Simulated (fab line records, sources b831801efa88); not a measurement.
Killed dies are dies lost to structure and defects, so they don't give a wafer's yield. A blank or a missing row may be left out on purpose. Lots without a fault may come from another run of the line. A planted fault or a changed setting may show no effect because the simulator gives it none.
One fault seen from 2 desks | flow gf180mcu | each desk has only its own numbers; what lay behind them comes last

THE TOOL OWNER'S DESK: implanter-03
The tool's own readings at GF_VT_IMPLANT_IMPLANT_08: means of the sampled wafers that have a number, for each lot that ran on this tool. A lot is out of limits, marked OUT, if its mean lies more than 4 standard deviations from the usual mean; the brackets give that distance.
Columns: A = beam_energy_keV at GF_VT_IMPLANT_IMPLANT_08, usual 20.000
lot  | first seen here | A
L194 | day 8 01:40     | 20.002
L198 | day 9 00:12     | 19.679 (-52) OUT
L199 | day 9 06:40     | 19.683 (-51) OUT
L201 | day 9 18:49     | 19.678 (-52) OUT
This desk's finding: out of limits on L198, L199, L201; first on L198, day 9 00:12 (beam_energy_keV at GF_VT_IMPLANT_IMPLANT_08). In limits: L194.

THE METROLOGY DESK
What the gauges read, lot by lot, whatever tool the lot ran on: means of the sampled wafers that have a number. A lot is out of limits, marked OUT, if its mean lies more than 4 standard deviations from the usual mean; the brackets give that distance.
Columns: A = MVPSD_TW at GF_MVPSD_TW_MEAS_11, usual 554; B = VT_IMPLANT_OVL at GF_VT_IMPLANT_OVL_MEAS_07, usual 0.1 nm
lot  | first seen here | A   | B
L194 | day 7 09:16     | 555 | 2.7
L195 | day 7 19:16     | 559 | 0.5
L198 | day 8 07:52     | 552 | -0.7
L199 | day 8 13:28     | 553 | -0.1
L200 | day 8 20:47     | 551 | 0.7
L201 | day 9 01:49     | 553 | 1.4
L204 | day 9 19:13     | 548 | -0.8
This desk's finding: nothing out of limits on any of the 7 lots.

PUT TOGETHER
The tool owner's desk could have raised an alarm at day 9 00:12, on L198, L199, L201.
The metrology desk saw nothing out of limits.
The metrology desk has L198, L199, L201 on record, within its limits.
Of the lots named, all ran GF_VT_IMPLANT_IMPLANT_08 on implanter-03.

WHAT THE SIMULATOR HAD PUT IN
Process parameter drift: implanter-03, from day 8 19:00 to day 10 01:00, at GF_VT_IMPLANT_IMPLANT_08. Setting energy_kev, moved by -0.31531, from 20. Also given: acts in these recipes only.
Lots struck among those shown: L198, L199, L201.
Hours from the fault's start to each desk's first reading out of limits: the tool owner's desk, 5.
